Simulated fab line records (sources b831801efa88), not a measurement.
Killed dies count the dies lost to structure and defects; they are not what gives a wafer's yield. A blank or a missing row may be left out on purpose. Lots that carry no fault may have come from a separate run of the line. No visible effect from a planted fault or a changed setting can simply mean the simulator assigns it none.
Struck lot and sound lot, side by side ; flow sky130 ; 16 out of 708 route steps
Sound: wafers L826.1, L826.2, L826.6. Struck: wafer L836.6; the same lot's L836.3 was not struck, so it is left out; see the end for the cause.
Order at every step that has rows: each side's tool, ch and its chambers, its first start. Under that, the readings that differ: sound wafers ; struck wafers ; difference of the means ; sigmas: that difference in standard deviations of wafers without a fault.
alike: readings whose means differ by less than 2 such deviations, and words and numbers that are the same on both sides. not compared: withheld readings, readings that some wafer has no value for, bounds like >300 that may hide the same value, and numbers for which the record gives no deviation and whose values overlap.
The two part at a step that has a row with sigmas, a row that says differs or no value, or rows on one side only. When numbers do not overlap yet have no deviation, they are printed without sigmas and do not part them. A reading that every wafer of one side lacks parts them only if that side has two wafers or more.

first, 3 steps without rows for these wafers: SKY_METAL2_EXPOSE_12 (exposes mask MM2, target cd 140 nm); SKY_METAL2_PEB_13; SKY_METAL2_DEVELOP_14 (develop time 60 s).
SKY_METAL2_CD_MEAS_15: target cd 140 nm.
  struck on cdSem-01, day 40 14:41; sound on cdSem-01, day 37 02:51
  alike: cdNm
SKY_METAL2_OVL_MEAS_16:
  struck on overlay-01, day 40 14:47; sound on overlay-01, day 37 02:58
  alike: METAL2_OVL
SKY_METAL2_DESCUM_17: chemistry O2, time 8 s.
  sound on rieMetal-01 ch 1, day 37 03:00; struck on rieMetal-01 ch 1, day 40 14:49
  alike: drypumpMotorCurrentA, oesProductAu, tempC
  not compared: rfHoursCounterH
SKY_METAL2_ETCH_18: etches BARC in N2/H2, stops on SiO2, time 45.9 s, target depth 60 nm.
  sound on rieMetal-01 ch 1, day 37 03:04; struck on rieMetal-01 ch 1, day 40 14:51
  alike: biasW, drypumpMotorCurrentA, oesProductAu, throttleValvePct
  not compared: rfHoursCounterH
SKY_METAL2_METAL_ETCH_19: etches the open film in Cl2/BCl3, stops on SiO2, target depth 360 nm, time 78 s.
  sound on rieMetal-01 ch 1, day 37 03:11; struck on rieMetal-01 ch 1, day 40 14:56
reading;sound;struck;difference;sigmas
throttleValvePct (%);22.257 22.271 22.254;22.282;+0.021;+2
  alike: biasW, drypumpMotorCurrentA, oesProductAu
  not compared: rfHoursCounterH
SKY_METAL2_STRIP_20: strips in O2/N2.
  sound on plasmaAsher-04 ch 0,1, day 37 03:22; struck on plasmaAsher-02 ch 1, day 40 15:01
reading;sound;struck;difference;sigmas
drypumpMotorCurrentA (A);6.5 5.9 5.9;4.7;-1.4;-2
  alike: oesProductAu, stripTimeToEndpointS
  not compared: rfHoursCounterH
then, 3 steps without rows for these wafers: SKY_METAL2_STRIP_21 (strips in post etch residue remover, time 1200 s); SKY_METAL2_CLEAN_22 (cleans in IPA, time 180 s); SKY_METAL2_CLEAN_23 (cleans in O3/DIW).
SKY_VIA2_HDPCVD_00: deposits SiO2, target thk 1180 nm, time 196.7 s.
  sound on hdpcvd-02 ch 0,2, day 37 03:58; struck on hdpcvd-02 ch 0, day 40 15:35
reading;sound;struck;difference;sigmas
model.SiO2_of_VIA2_HDPCVD_00.thkNm (nm);1192 1189 1199;557.2;-636.1;
SKY_VIA2_THK_MEAS_01:
  struck on filmMetro-04, day 40 15:57; sound on filmMetro-02, day 37 04:06
reading;sound;struck;difference;sigmas
VIA2_HDPCVD_THK (nm);1192 1190 1200;557;-637;-58
  not compared: hold
SKY_VIA2_CMP_02: polishes SiO2.
  sound on cmp-02 ch 0,1, day 37 04:10; struck on cmp-01 ch 0, day 40 18:33
reading;sound;struck;difference;sigmas
hold;- - -;awaitDispo/2.3h/release;no value on the sound wafers;
  alike: motorCurrentA, retainingRingPressureFrac
-- the record jumps here: 10 days lie between the struck wafers' starts before and after (it left off in module VIA2 and takes up again in module PAD_OPEN, whose first step shown is number 708 of the route) --
SKY_PAD_OPEN_PROBE_99:
  struck on prober-01, day 50 09:58; sound on prober-01, day 47 15:36
reading;sound;struck;difference;sigmas
hold;- - -;awaitDispo/3.3h/release;no value on the sound wafers;
model.etest.tester.sortNPass;407 401 400;220;-183;
model.etest.tester.sortYieldPct (%);82.72 81.5 81.3;44.72;-37.12;
model.etest.tester.sort_bin_3_pct (%);0.2033 1.22 0.813;38.62;+37.87;
model.etest.met3Comb.leakLog10AUm;-12.01 -12.22 -12.07;-7.05;+5.05;
model.etest.tester.sort_bin_8_pct (%);0 0 0;1.036e-09;+1.036e-09;
model.etest.tester.sort_bin_4_pct (%);0 0 0;1.297e-13;+1.297e-13;
  alike: defectLimitedYield, killed_at_M0_to_M3, killed_at_M4_up, killedAtContacts, killedAtFrontEnd, killedAtOther, killedDies, killedOpen, killedShort

## WHERE THEY PART
Last at SKY_PAD_OPEN_PROBE_99 as far as this record goes, first at SKY_METAL2_METAL_ETCH_19.

WHY: what had been put in by the simulator
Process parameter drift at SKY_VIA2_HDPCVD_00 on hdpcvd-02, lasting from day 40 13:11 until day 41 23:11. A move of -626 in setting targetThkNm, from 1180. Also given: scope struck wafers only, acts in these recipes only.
